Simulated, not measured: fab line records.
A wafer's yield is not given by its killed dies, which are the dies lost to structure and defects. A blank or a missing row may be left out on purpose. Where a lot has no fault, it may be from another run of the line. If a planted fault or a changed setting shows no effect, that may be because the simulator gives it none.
fab line records ; flow sfqLine
[record] lots = 14; wafers = 42; lastDay = 83
route steps=325 shown I0@44 R5@216 M6@252
lots that met no fault: from a run of the same line without faults
startH: start of the lot's first displayed wafer, in hours after the record's first day ; waitH: hours elapsed since this lot's preceding step ; " identical to the entry in the row above ; L1.1+2: one row covering several wafers at once ; - value missing, or start not given ; * or withheld: withheld ; < > ~ a bound
route shown NAME@n: names a module that has steps shown in the file, with the first one's number in the route ; usual: average and standard deviation across the fault-free wafers ; same: alike in all rows ; chamber/n: place in a boat ; sites: the reading at each site ; _std_site: the values' standard deviation ; _edge_site: the outer-site mean with the inner-site mean subtracted ; radiusMm: for every site, how far away it sits from the centre of the wafer ; mask NAME#n: copy n ; behind: the most recent tool/chamber to have shaped the wafer ; hold: why the lot went on hold/how many hours it stayed there/how the hold came to an end ; device: names the non-switching transistor (n, p or np) ; end of line: the same wafers' tests at the end of the route ; step lacking rows: just its recipe ; killed: the dies lost at the first sort to structure and to defects; this is not the yield of the wafer ; map: per-die view of a wafer (x killed, . not killed, _ where there is no die)
set.NAME: setting as actually run; set.NAME@STEP: the setting as run at that earlier step ; model.NAME: the simulator's own value behind a step, which no gauge read
one table for each step of the route and one row for each wafer, over a sample of lots
services: from which hour (startH, from the record's first day; less than 0 if before it) a tool's chamber was out of use, for how many hours, and why
[[steps]]
[step SFQ_TRILAYER_I0_CMP_CMP_028]
[recipe] material = SiO2; downForcePsi = 3; platenRpm = 60; padVelocityMS = 0.94248
[usual] motorCurrentA = 9.9/0.89; slurryFlowMlMin = 150.0/0.44; timeToEndpointS = 217/8.3
lot.wafer;tool;chamber;startH;waitH;motorCurrentA;slurryFlowMlMin;timeToEndpointS
L816.4;cmp-01;1;248.54;7.8;11.3;150.0;215
L816.1;cmp-01;2;248.54;7.8;9.4;149.7;210
L816.6;cmp-01;1;250.54;9.8;12.3;149.0;205
L817.1;cmp-02;2;251.00;2.7;10.5;149.5;216
L817.4;cmp-02;0;252.00;3.6;9.2;150.1;221
L817.2;cmp-02;1;252.00;3.6;8.9;150.1;225
L818.1;cmp-02;2;254.00;0.5;10.3;149.9;200
L818.4;cmp-02;3;254.00;0.5;9.2;150.3;224
L818.3;cmp-02;0;254.00;0.5;9.3;150.9;207
L819.4;cmp-02;2;261.84;1.1;10.2;150.0;218
L819.3;cmp-02;0;262.84;2.1;9.5;149.5;212
L819.5;cmp-02;2;263.84;3.1;10.6;149.0;211
L820.4;cmp-02;1;273.84;5.1;8.7;149.9;230
L820.6;cmp-02;1;275.84;7.1;8.9;150.3;229
L820.5;cmp-02;2;275.84;7.1;10.2;149.8;212
L822.4;cmp-02;0;297.84;10.7;9.6;150.2;215
L822.3;cmp-02;1;297.84;10.7;8.9;149.7;231
L822.6;cmp-02;0;299.84;12.7;9.5;150.1;214
L824.2;cmp-01;0;309.58;11.6;10.7;149.7;200
L824.3;cmp-01;2;310.58;12.6;9.3;150.1;201
L824.6;cmp-01;0;311.58;13.6;10.4;150.4;201
L828.3;cmp-02;3;333.58;5.6;10.6;150.2;217
L828.6;cmp-02;2;335.08;7.1;10.7;150.7;216
L828.5;cmp-02;3;335.08;7.1;9.6;150.2;225
L829.4;cmp-02;2;340.07;0.0;10.8;150.5;220
L829.2;cmp-02;3;340.07;0.0;10.2;150.6;218
L829.3;cmp-02;1;341.57;1.5;8.8;150.5;238
L830.4;cmp-01;1;347.89;0.5;12.3;149.2;218
L830.5;cmp-01;0;349.39;2.0;10.7;150.3;209
L830.6;cmp-01;1;349.39;2.0;11.9;149.9;216
L833.2;cmp-02;2;370.15;0.0;10.3;150.6;226
L833.4;cmp-02;3;370.15;0.0;9.8;150.2;232
L833.6;cmp-02;2;372.15;2.0;10.1;150.2;210
L834.4;cmp-02;1;374.33;0.0;9.0;149.1;236
L834.3;cmp-02;2;374.33;0.0;10.4;149.5;215
L834.2;cmp-02;0;375.83;1.5;9.6;150.9;232
L836.1;cmp-01;1;395.58;0.0;12.0;150.0;211
L836.4;cmp-01;2;395.58;0.0;9.6;150.4;209
L836.2;cmp-01;0;397.08;1.5;10.4;150.0;215
L839.3;cmp-01;2;429.96;0.0;9.3;150.2;212
L839.1;cmp-01;3;429.96;0.0;9.2;150.5;215
L839.4;cmp-01;0;429.96;0.0;9.9;149.2;208
[step SFQ_TRILAYER_I0_METRO_MEASURE_029]
[usual] thkNm = 200.0/1.3
lot.wafer;tool;chamber;startH;waitH;thkNm
L816.1;filmMetro-03;-;251.66;0.1;199.2
L816.4;filmMetro-03;-;251.66;0.1;198.7
L816.6;filmMetro-03;-;251.66;0.1;198.9
L817.1;filmMetro-04;-;254.12;0.1;201.4
L817.2;filmMetro-04;-;254.12;0.1;201.4
L817.4;filmMetro-04;-;254.12;0.1;200.6
L818.1;filmMetro-04;-;257.12;0.1;200.0
L818.3;filmMetro-04;-;257.12;0.1;200.2
L818.4;filmMetro-04;-;257.12;0.1;201.4
L819.3;filmMetro-04;-;265.36;0.5;199.9
L819.4;filmMetro-04;-;265.36;0.5;200.4
L819.5;filmMetro-04;-;265.36;0.5;197.9
L820.4;filmMetro-02;-;277.56;0.6;200.8
L820.5;filmMetro-02;-;277.56;0.6;197.6
L820.6;filmMetro-02;-;277.56;0.6;200.5
L822.3;filmMetro-03;-;301.36;0.5;202.3
L822.4;filmMetro-03;-;301.36;0.5;200.0
L822.6;filmMetro-03;-;301.36;0.5;200.3
L824.2;filmMetro-04;-;312.90;0.3;198.2
L824.3;filmMetro-04;-;312.90;0.3;198.3
L824.6;filmMetro-04;-;312.90;0.3;198.3
L828.3;filmMetro-02;-;336.60;0.5;200.0
L828.5;filmMetro-02;-;336.60;0.5;200.7
L828.6;filmMetro-02;-;336.60;0.5;198.8
L829.2;filmMetro-02;-;343.39;0.3;201.4
L829.3;filmMetro-02;-;343.39;0.3;201.1
L829.4;filmMetro-02;-;343.39;0.3;199.4
L830.4;filmMetro-03;-;351.11;0.6;198.7
L830.5;filmMetro-03;-;351.11;0.6;197.7
L830.6;filmMetro-03;-;351.11;0.6;198.9
L833.2;filmMetro-02;-;373.47;0.3;183.5
L833.4;filmMetro-02;-;373.47;0.3;199.9
L833.6;filmMetro-02;-;373.47;0.3;200.1
L834.2;filmMetro-03;-;377.65;0.3;185.4
L834.3;filmMetro-03;-;377.65;0.3;199.6
L834.4;filmMetro-03;-;377.65;0.3;202.3
L836.1;filmMetro-03;-;398.70;0.1;199.1
L836.2;filmMetro-03;-;398.70;0.1;199.0
L836.4;filmMetro-03;-;398.70;0.1;199.3
L839.1;filmMetro-02;-;433.08;0.1;199.0
L839.3;filmMetro-02;-;433.08;0.1;199.3
L839.4;filmMetro-02;-;433.08;0.1;197.4
[step SFQ_TRILAYER_I0_VIA_ETCH_VIA_ETCH_034]
[recipe] target = SiO2; stopOn = Nb; maskMaterial = PR; taperDeg = 20; chemistry = CHF3; targetDepthNm = 260; sourceW = 500; biasW = 80; pressureMtorr = 30; timeS = withheld
[usual] drypumpMotorCurrentA = 5.6/0.43; oesProductAu = 0.855/0.0055
lot.wafer;tool;chamber;startH;waitH;drypumpMotorCurrentA;oesProductAu
L816.1;rieDiel-01;1;357.15;0.0;5.4;0.852
L816.4;rieDiel-01;0;357.15;0.0;5.5;0.852
L816.6;rieDiel-01;2;357.15;0.0;5.3;0.856
L817.1;rieDiel-03;2;360.75;0.0;6.1;0.861
L817.2;rieDiel-03;3;360.75;0.0;6.2;0.862
L817.4;rieDiel-03;1;360.75;0.0;5.6;0.848
L818.1;rieDiel-01;0;367.95;0.0;5.4;0.857
L818.3;rieDiel-01;2;367.95;0.0;5.3;0.859
L818.4;rieDiel-01;3;367.95;0.0;6.3;0.862
L819.3;rieDiel-01;2;376.87;0.0;5.3;0.861
L819.4;rieDiel-01;0;376.87;0.0;5.5;0.862
L819.5;rieDiel-01;1;376.87;0.0;5.4;0.848
L820.4;rieDiel-03;2;398.18;0.0;6.1;0.854
L820.5;rieDiel-03;2;398.18;0.0;6.1;0.845
L820.6;rieDiel-03;1;398.18;0.0;5.6;0.861
L822.3;rieDiel-01;3;430.58;0.0;6.2;0.853
L822.4;rieDiel-01;2;430.58;0.0;5.3;0.851
L822.6;rieDiel-01;2;430.58;0.0;5.3;0.859
L824.2;rieDiel-01;0;442.58;0.0;5.4;0.848
L824.3;rieDiel-01;1;442.58;0.0;5.4;0.840
L824.6;rieDiel-01;1;442.58;0.0;5.4;0.846
L828.3;rieDiel-03;1;482.23;0.0;5.6;0.854
L828.5;rieDiel-03;2;482.23;0.0;6.1;0.860
L828.6;rieDiel-03;3;482.23;0.0;6.2;0.853
L829.2;rieDiel-03;0;491.83;0.0;5.2;0.856
L829.3;rieDiel-03;2;491.83;0.0;6.1;0.860
L829.4;rieDiel-03;0;491.83;0.0;5.2;0.857
L830.4;rieDiel-01;1;501.49;0.1;5.4;0.851
L830.5;rieDiel-01;2;501.49;0.1;5.3;0.844
L830.6;rieDiel-01;3;501.49;0.1;6.3;0.845
L833.2;rieDiel-03;2;523.15;0.0;6.1;0.808
L833.4;rieDiel-03;1;523.15;0.0;5.6;0.854
L833.6;rieDiel-03;2;523.15;0.0;6.1;0.853
L834.2;rieDiel-01;0;526.75;0.0;5.4;0.816
L834.3;rieDiel-01;3;526.75;0.0;6.2;0.852
L834.4;rieDiel-01;2;526.75;0.0;5.3;0.856
L836.1;rieDiel-02;3;541.15;0.0;6.1;0.849
L836.2;rieDiel-02;1;541.15;0.0;5.7;0.857
L836.4;rieDiel-02;0;541.15;0.0;4.8;0.857
L839.1;rieDiel-03;3;575.95;0.0;6.2;0.864
L839.3;rieDiel-03;2;575.95;0.0;6.1;0.847
L839.4;rieDiel-03;1;575.95;0.0;5.6;0.860
[step SFQ_R5_THK_MEAS_934]
[recipe] thkMeasGauge = xrf; reads = MoNx_of_TRILAYER_R5_DEP_SPUTTER_133
[usual] R5_MONX_THK = 40.1/0.59
lot.wafer;tool;chamber;startH;waitH;R5_MONX_THK[nm]
L816.1;filmMetro-02;-;1183.38;0.1;39.9
L816.4;filmMetro-02;-;1183.38;0.1;39.6
L816.6;filmMetro-02;-;1183.38;0.1;40.5
L817.1;filmMetro-02;-;1186.38;0.1;40.2
L817.2;filmMetro-02;-;1186.38;0.1;39.8
L817.4;filmMetro-02;-;1186.38;0.1;40.0
L818.1;filmMetro-02;-;1189.38;0.1;40.0
L818.3;filmMetro-02;-;1189.38;0.1;39.9
L818.4;filmMetro-02;-;1189.38;0.1;39.7
L819.3;filmMetro-01;-;1190.26;0.1;39.2
L819.4;filmMetro-01;-;1190.26;0.1;40.4
L819.5;filmMetro-01;-;1190.26;0.1;39.3
L820.4;filmMetro-02;-;1312.16;0.1;40.5
L820.5;filmMetro-02;-;1312.16;0.1;40.5
L820.6;filmMetro-02;-;1312.16;0.1;40.8
L822.3;filmMetro-03;-;1323.86;0.1;40.7
L822.4;filmMetro-03;-;1323.86;0.1;40.0
L822.6;filmMetro-03;-;1323.86;0.1;39.8
L824.2;filmMetro-02;-;1345.21;0.1;40.3
L824.3;filmMetro-02;-;1345.21;0.1;40.3
L824.6;filmMetro-02;-;1345.21;0.1;40.3
L828.3;filmMetro-02;-;1508.60;0.1;40.8
L828.5;filmMetro-02;-;1508.60;0.1;40.7
L828.6;filmMetro-02;-;1508.60;0.1;40.8
L829.2;filmMetro-02;-;1511.84;0.1;40.7
L829.3;filmMetro-02;-;1511.84;0.1;40.9
L829.4;filmMetro-02;-;1511.84;0.1;40.6
L830.4;filmMetro-03;-;1514.86;0.1;38.8
L830.5;filmMetro-03;-;1514.86;0.1;39.0
L830.6;filmMetro-03;-;1514.86;0.1;39.1
L833.2;filmMetro-01;-;1548.32;0.1;39.5
L833.4;filmMetro-01;-;1548.32;0.1;39.3
L833.6;filmMetro-01;-;1548.32;0.1;39.5
L834.2;filmMetro-03;-;1554.07;0.1;39.4
L834.3;filmMetro-03;-;1554.07;0.1;39.6
L834.4;filmMetro-03;-;1554.07;0.1;39.9
L836.1;filmMetro-03;-;1569.53;0.1;39.5
L836.2;filmMetro-03;-;1569.53;0.1;39.5
L836.4;filmMetro-03;-;1569.53;0.1;39.8
L839.1;filmMetro-01;-;1587.53;0.1;40.1
L839.3;filmMetro-01;-;1587.53;0.1;39.9
L839.4;filmMetro-01;-;1587.53;0.1;40.0
[step SFQ_TRILAYER_R5_STRIP_STRIP_140]
[recipe] gas = O2; powerW = 200; platenTempC = 40; overashFraction = 0.65; chemistry = O2; pressureMtorr = 50
[usual] drypumpMotorCurrentA = 5.9/0.63; oesProductAu = 0.994/0.0091
lot.wafer;tool;chamber;startH;waitH;drypumpMotorCurrentA;oesProductAu;rfHoursCounterH
L816.1;rieMetal-02;1;1306.41;0.0;6.0;0.997;112
L816.4;rieMetal-02;0;1306.41;0.0;4.9;1.006;-
L816.6;rieMetal-02;0;1306.41;0.0;4.8;1.006;-
L817.1;rieMetal-04;0;1311.21;0.0;6.2;1.004;121
L817.2;rieMetal-04;1;1311.21;0.0;5.0;0.983;87
L817.4;rieMetal-04;1;1311.21;0.0;5.0;0.993;-
L818.1;rieMetal-04;0;1314.81;0.0;6.2;0.996;122
L818.3;rieMetal-04;1;1314.81;0.0;5.0;0.995;-
L818.4;rieMetal-04;0;1314.81;0.0;6.2;1.002;-
L819.3;rieMetal-02;1;1317.41;0.2;6.0;0.974;-
L819.4;rieMetal-02;0;1317.41;0.2;4.8;0.990;-
L819.5;rieMetal-02;0;1317.41;0.2;4.8;0.997;-
L820.4;rieMetal-03;0;1324.83;0.2;6.3;1.006;-
L820.5;rieMetal-03;0;1324.83;0.2;6.3;1.002;-
L820.6;rieMetal-03;1;1324.83;0.2;6.5;1.000;-
L822.3;rieMetal-02;1;1327.23;0.2;6.0;0.982;-
L822.4;rieMetal-02;0;1327.23;0.2;4.8;1.023;-
L822.6;rieMetal-02;1;1327.23;0.2;6.0;0.999;-
L824.2;rieMetal-03;1;1347.79;0.0;6.5;0.999;9
L824.3;rieMetal-03;0;1347.79;0.0;6.3;1.004;-
L824.6;rieMetal-03;1;1347.79;0.0;6.5;0.999;-
L828.3;rieMetal-04;1;1528.04;0.2;5.1;0.980;-
L828.5;rieMetal-04;1;1528.04;0.2;5.1;0.984;-
L828.6;rieMetal-04;0;1528.04;0.2;6.3;0.982;-
L829.2;rieMetal-03;1;1530.24;0.0;6.4;1.003;30
L829.3;rieMetal-03;1;1530.24;0.0;6.4;0.993;-
L829.4;rieMetal-03;0;1530.24;0.0;6.3;0.996;-
L830.4;rieMetal-02;0;1533.35;0.6;4.8;1.001;-
L830.5;rieMetal-02;0;1533.35;0.6;4.8;1.012;-
L830.6;rieMetal-02;0;1533.35;0.6;4.8;1.009;-
L833.2;rieMetal-04;1;1550.77;0.0;5.1;0.994;126
L833.4;rieMetal-04;0;1550.77;0.0;6.2;1.006;-
L833.6;rieMetal-04;1;1550.77;0.0;5.1;0.982;-
L834.2;rieMetal-04;0;1557.21;0.0;6.2;0.986;7
L834.3;rieMetal-04;1;1557.21;0.0;5.1;0.994;-
L834.4;rieMetal-04;0;1557.21;0.0;6.2;0.991;-
L836.1;rieMetal-04;1;1572.00;0.0;5.0;0.986;129
L836.2;rieMetal-04;0;1572.00;0.0;6.2;1.004;10
L836.4;rieMetal-04;0;1572.00;0.0;6.2;0.996;-
L839.1;rieMetal-04;0;1613.41;0.0;6.2;0.984;18
L839.3;rieMetal-04;1;1613.41;0.0;5.1;0.979;-
L839.4;rieMetal-04;0;1613.41;0.0;6.2;0.986;-
[step SFQ_TRILAYER_M6_DEP_SPUTTER_157]
[recipe] material = Nb; basePressurePa = 1.33e-06; chamberPressurePa = 0.1333; substrateTempC = 20; targetThkNm = 200; powerW = 2000; timeS = 133.3
[usual] throttleValvePct = 30.0/1.1
lot.wafer;tool;chamber;startH;waitH;throttleValvePct
L816.1;pvdSputter-06;-;1432.33;0.0;28.2
L816.4;pvdSputter-06;-;1432.33;0.0;27.3
L816.6;pvdSputter-06;-;1432.33;0.0;30.9
L817.1;pvdSputter-05;-;1438.31;0.0;31.2
L817.2;pvdSputter-05;-;1438.31;0.0;28.8
L817.4;pvdSputter-05;-;1438.31;0.0;30.4
L818.1;pvdSputter-03;-;1441.91;0.0;28.9
L818.3;pvdSputter-03;-;1441.91;0.0;31.8
L818.4;pvdSputter-03;-;1441.91;0.0;30.9
L819.3;pvdSputter-06;-;1447.93;0.0;27.7
L819.4;pvdSputter-06;-;1447.93;0.0;28.0
L819.5;pvdSputter-06;-;1447.93;0.0;30.7
L820.4;pvdSputter-05;-;1450.31;0.0;30.3
L820.5;pvdSputter-05;-;1450.31;0.0;31.2
L820.6;pvdSputter-05;-;1450.31;0.0;30.0
L822.3;pvdSputter-03;-;1455.31;0.0;31.5
L822.4;pvdSputter-03;-;1455.31;0.0;30.3
L822.6;pvdSputter-03;-;1455.31;0.0;31.4
L824.2;pvdSputter-03;-;1518.46;0.0;30.8
L824.3;pvdSputter-03;-;1518.46;0.0;29.0
L824.6;pvdSputter-03;-;1518.46;0.0;30.1
L828.3;pvdSputter-03;-;1693.51;0.0;29.2
L828.5;pvdSputter-03;-;1693.51;0.0;30.4
L828.6;pvdSputter-03;-;1693.51;0.0;31.4
L829.2;pvdSputter-05;-;1696.03;0.0;30.2
L829.3;pvdSputter-05;-;1696.03;0.0;30.0
L829.4;pvdSputter-05;-;1696.03;0.0;31.2
L830.4;pvdSputter-05;-;1729.63;0.0;28.9
L830.5;pvdSputter-05;-;1729.63;0.0;31.4
L830.6;pvdSputter-05;-;1729.63;0.0;30.1
L833.2;pvdSputter-03;-;1759.63;0.0;29.0
L833.4;pvdSputter-03;-;1759.63;0.0;30.4
L833.6;pvdSputter-03;-;1759.63;0.0;30.3
L834.2;pvdSputter-05;-;1763.23;0.0;28.9
L834.3;pvdSputter-05;-;1763.23;0.0;31.1
L834.4;pvdSputter-05;-;1763.23;0.0;30.3
L836.1;pvdSputter-06;-;1773.11;0.0;27.8
L836.2;pvdSputter-06;-;1773.11;0.0;30.8
L836.4;pvdSputter-06;-;1773.11;0.0;28.4
L839.1;pvdSputter-06;-;1800.43;0.0;28.5
L839.3;pvdSputter-06;-;1800.43;0.0;28.3
L839.4;pvdSputter-06;-;1800.43;0.0;30.7
[[services]]
tool;chamber;startH;hours;kind
cmp-02;-;265.05;0.3;repair
cmp-02;-;309.84;11.2;pm
cmp-02;-;409.36;4.0;pm
cmp-02;-;416.36;6.2;pm
cmp-02;-;452.19;2.1;repair
cmp-02;-;606.37;1.3;repair
cmp-02;-;664.89;3.2;pm
cmp-02;-;671.35;7.3;repair
cmp-02;-;671.65;2.5;repair
cmp-02;-;751.39;4.0;pm
cmp-02;-;752.36;1.3;repair
cmp-02;-;768.57;3.7;repair
cmp-02;-;778.22;11.9;pm
cmp-02;-;795.61;0.3;repair
cmp-02;-;795.78;1.2;repair
cmp-02;-;799.14;0.8;repair
cmp-02;-;838.76;0.2;repair
cmp-02;-;954.38;4.6;repair
cmp-02;-;990.67;1.8;repair
cmp-02;-;1034.46;8.6;pm
cmp-02;-;1064.03;5.8;pm
cmp-02;-;1075.67;1.7;repair
cmp-02;-;1092.35;4.0;pm
cmp-02;-;1223.26;4.2;repair
[[key]]
[firstSign] step = SFQ_TRILAYER_I0_METRO_MEASURE_029; reading = thkNm; direction = down; sigmas = 12; usual = 200.0; struck = 184.5
[effect] step = SFQ_TRILAYER_I0_VIA_ETCH_VIA_ETCH_034; reading = oesProductAu; direction = down; sigmas = 7.8; usual = 0.855; struck = 0.812
metAt SFQ_TRILAYER_I0_CMP_CMP_028
struckLots L833,L834
struckWafers L833.2,L834.2
notActingAt SFQ_R5_THK_MEAS_934,SFQ_TRILAYER_R5_STRIP_STRIP_140,SFQ_TRILAYER_M6_DEP_SPUTTER_157
onsetBetween 340.07 370.15
[fault] kind = processParameterDrift; tool = cmp-02; chamber = -; onsetH = 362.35; steps = SFQ_TRILAYER_I0_CMP_CMP_028; channel = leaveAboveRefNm; offset = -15; shape = step; endH = 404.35; scope = struckWafersOnly; actsIn = theseRecipesOnly; stated = 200
